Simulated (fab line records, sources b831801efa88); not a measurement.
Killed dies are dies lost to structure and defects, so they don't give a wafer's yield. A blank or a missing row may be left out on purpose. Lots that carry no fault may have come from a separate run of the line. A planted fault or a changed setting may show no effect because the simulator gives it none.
Which tool did it? :: flow sfq line :: Sampling: 14 lots, 41 wafers, 2 of 325 route steps

## WHAT THE GAUGES SHOWED, per wafer
No reading from a measuring or inspecting step in the record can be judged against a usual standard deviation.

## TOOL THAT RAN EACH LOT (tool first, then ch and the chambers of the sampled wafers, then the start)
lot: L691
SFQ_TRILAYER_JJ_TRILAYER_DEP_SPUTTER_109: pvd sputter-03, day 60 03:05
SFQ_TRILAYER_M5_ETCH_METAL_ETCH_126: rie metal-01 ch 0,1, day 60 11:55

lot: L692
SFQ_TRILAYER_JJ_TRILAYER_DEP_SPUTTER_109: pvd sputter-04, day 60 16:17
SFQ_TRILAYER_M5_ETCH_METAL_ETCH_126: rie metal-04 ch 1, day 65 06:31

lot: L693
SFQ_TRILAYER_JJ_TRILAYER_DEP_SPUTTER_109: pvd sputter-05, day 60 21:13
SFQ_TRILAYER_M5_ETCH_METAL_ETCH_126: rie metal-04 ch 1, day 69 23:07

lot: L694
SFQ_TRILAYER_JJ_TRILAYER_DEP_SPUTTER_109: pvd sputter-04, day 61 03:13
SFQ_TRILAYER_M5_ETCH_METAL_ETCH_126: rie metal-04 ch 0,1, day 70 02:43

lot: L695
SFQ_TRILAYER_JJ_TRILAYER_DEP_SPUTTER_109: pvd sputter-04, day 62 00:49
SFQ_TRILAYER_M5_ETCH_METAL_ETCH_126: rie metal-02 ch 0,1, day 70 20:29

lot: L697
SFQ_TRILAYER_JJ_TRILAYER_DEP_SPUTTER_109: pvd sputter-05, day 64 01:04
SFQ_TRILAYER_M5_ETCH_METAL_ETCH_126: rie metal-02 ch 0,1, day 72 21:56

lot: L698
SFQ_TRILAYER_JJ_TRILAYER_DEP_SPUTTER_109: pvd sputter-03, day 64 04:40
SFQ_TRILAYER_M5_ETCH_METAL_ETCH_126: rie metal-02 ch 0,1, day 73 01:28

lot: L700
SFQ_TRILAYER_JJ_TRILAYER_DEP_SPUTTER_109: pvd sputter-05, day 64 16:40
SFQ_TRILAYER_M5_ETCH_METAL_ETCH_126: rie metal-01 ch 0,1, day 73 14:40

lot: L701
SFQ_TRILAYER_JJ_TRILAYER_DEP_SPUTTER_109: pvd sputter-04, day 64 17:53
SFQ_TRILAYER_M5_ETCH_METAL_ETCH_126: rie metal-01 ch 0,1, day 73 17:04

lot: L703
SFQ_TRILAYER_JJ_TRILAYER_DEP_SPUTTER_109: pvd sputter-05, day 65 05:52
SFQ_TRILAYER_M5_ETCH_METAL_ETCH_126: rie metal-01 ch 0,1, day 74 03:52

lot: L706
SFQ_TRILAYER_JJ_TRILAYER_DEP_SPUTTER_109: pvd sputter-05, day 66 06:07
SFQ_TRILAYER_M5_ETCH_METAL_ETCH_126: rie metal-02 ch 0,1, day 75 06:16

lot: L710
SFQ_TRILAYER_JJ_TRILAYER_DEP_SPUTTER_109: pvd sputter-05, day 66 22:55
SFQ_TRILAYER_M5_ETCH_METAL_ETCH_126: rie metal-02 ch 0, day 75 20:01

lot: L711
SFQ_TRILAYER_JJ_TRILAYER_DEP_SPUTTER_109: pvd sputter-04, day 67 02:31
SFQ_TRILAYER_M5_ETCH_METAL_ETCH_126: rie metal-01 ch 0,1, day 76 00:45

lot: L713
SFQ_TRILAYER_JJ_TRILAYER_DEP_SPUTTER_109: pvd sputter-03, day 67 08:31
SFQ_TRILAYER_M5_ETCH_METAL_ETCH_126: rie metal-01 ch 0,1, day 76 07:57
- SFQ_TRILAYER_JJ_TRILAYER_DEP_SPUTTER_109: material Nb, target thk 150 nm, time 100 s.
- SFQ_TRILAYER_M5_ETCH_METAL_ETCH_126: etches Nb in Cl2/BCl3, stops on SiO2, time 203.2 s, target depth 265 nm.

## WHAT THE TOOLS THEMSELVES READ (means of the sampled wafers that have a number; where no wafer has one, the mark that the record gives instead)
SFQ_TRILAYER_JJ_TRILAYER_DEP_SPUTTER_109. Usual: substrate temp c 20.02 C, standard deviation 0.1; throttle valve pct 30.2 %, standard deviation 0.99.
lot: L691
tool: pvd sputter-03
substrate temp c (C): 19.90
throttle valve pct (%): 30.7
flag: 

lot: L692
tool: pvd sputter-04
substrate temp c (C): 20.03
throttle valve pct (%): 29.9
flag: 

lot: L693
tool: pvd sputter-05
substrate temp c (C): 19.96
throttle valve pct (%): 28.9
flag: 

lot: L694
tool: pvd sputter-04
substrate temp c (C): 20.00
throttle valve pct (%): 30.2
flag: 

lot: L695
tool: pvd sputter-04
substrate temp c (C): 20.02
throttle valve pct (%): 29.8
flag: 

lot: L697
tool: pvd sputter-05
substrate temp c (C): 19.92
throttle valve pct (%): 30.2
flag: 

lot: L698
tool: pvd sputter-03
substrate temp c (C): 20.13
throttle valve pct (%): 30.2
flag: 

lot: L700
tool: pvd sputter-05
substrate temp c (C): 20.00
throttle valve pct (%): 31.2
flag: 

lot: L701
tool: pvd sputter-04
substrate temp c (C): 20.01
throttle valve pct (%): 29.9
flag: 

lot: L703
tool: pvd sputter-05
substrate temp c (C): 20.09
throttle valve pct (%): 30.3
flag: 

lot: L706
tool: pvd sputter-05
substrate temp c (C): 20.00
throttle valve pct (%): 31.1
flag: 

lot: L710
tool: pvd sputter-05
substrate temp c (C): 20.16
throttle valve pct (%): 31.2
flag: 

lot: L711
tool: pvd sputter-04
substrate temp c (C): 20.00
throttle valve pct (%): 29.9
flag: 

lot: L713
tool: pvd sputter-03
substrate temp c (C): 20.06
throttle valve pct (%): 30.3
flag: 

SFQ_TRILAYER_M5_ETCH_METAL_ETCH_126. Usual: drypump motor current A 5.5 A, standard deviation 0.38; he backside leak sccm 3.60 sccm, standard deviation 0.25; oes product au 0.729 a.u., standard deviation 0.0065.
lot: L691
tool: rie metal-01
drypump motor current A (A): 5.4
he backside leak sccm (sccm): 3.66
oes product au (a.u.): 0.731
flag: 

lot: L692
tool: rie metal-04
drypump motor current A (A): 5.2
he backside leak sccm (sccm): 3.44
oes product au (a.u.): 0.728
flag: 

lot: L693
tool: rie metal-04
drypump motor current A (A): 5.2
he backside leak sccm (sccm): 3.51
oes product au (a.u.): 0.728
flag: 

lot: L694
tool: rie metal-04
drypump motor current A (A): 5.2
he backside leak sccm (sccm): 3.38
oes product au (a.u.): 0.727
flag: 

lot: L695
tool: rie metal-02
drypump motor current A (A): 6.0
he backside leak sccm (sccm): 3.35
oes product au (a.u.): 0.726
flag: 

lot: L697
tool: rie metal-02
drypump motor current A (A): 6.1
he backside leak sccm (sccm): 3.38
oes product au (a.u.): 0.718
flag: 

lot: L698
tool: rie metal-02
drypump motor current A (A): 5.7
he backside leak sccm (sccm): 3.48
oes product au (a.u.): 0.737
flag: 

lot: L700
tool: rie metal-01
drypump motor current A (A): 5.4
he backside leak sccm (sccm): 3.75
oes product au (a.u.): 0.723
flag: 

lot: L701
tool: rie metal-01
drypump motor current A (A): 5.4
he backside leak sccm (sccm): 3.73
oes product au (a.u.): 0.730
flag: 

lot: L703
tool: rie metal-01
drypump motor current A (A): 5.4
he backside leak sccm (sccm): 3.52
oes product au (a.u.): 0.724
flag: 

lot: L706
tool: rie metal-02
drypump motor current A (A): 5.7
he backside leak sccm (sccm): 3.43
oes product au (a.u.): 0.713
flag: 

lot: L710
tool: rie metal-02
drypump motor current A (A): 5.3
he backside leak sccm (sccm): 3.66
oes product au (a.u.): 0.712
flag: 

lot: L711
tool: rie metal-01
drypump motor current A (A): 5.4
he backside leak sccm (sccm): 3.62
oes product au (a.u.): 0.730
flag: 

lot: L713
tool: rie metal-01
drypump motor current A (A): 5.4
he backside leak sccm (sccm): 3.91
oes product au (a.u.): 0.728
flag: 

## THE ANSWER, worked out from the rows above alone
Rule: take the mean of a lot's wafers that have a number; if it is more than 3 standard deviations from the usual mean, the lot is off. A lot without any number at a reading at which 4 lots or more have one is off too. Any other lot the step has rows for is counted as sound. Order of review: gauges by route order, followed by the tools' own readings, for which a lot's mean as printed above is used. The first step at which some lot is off is used, and at that step the reading that is off furthest; a lot without a number counts as furthest.
Nothing can be told from this: no lot is off at any reading shown.

## WHAT WAS PUT IN BY THE SIMULATOR
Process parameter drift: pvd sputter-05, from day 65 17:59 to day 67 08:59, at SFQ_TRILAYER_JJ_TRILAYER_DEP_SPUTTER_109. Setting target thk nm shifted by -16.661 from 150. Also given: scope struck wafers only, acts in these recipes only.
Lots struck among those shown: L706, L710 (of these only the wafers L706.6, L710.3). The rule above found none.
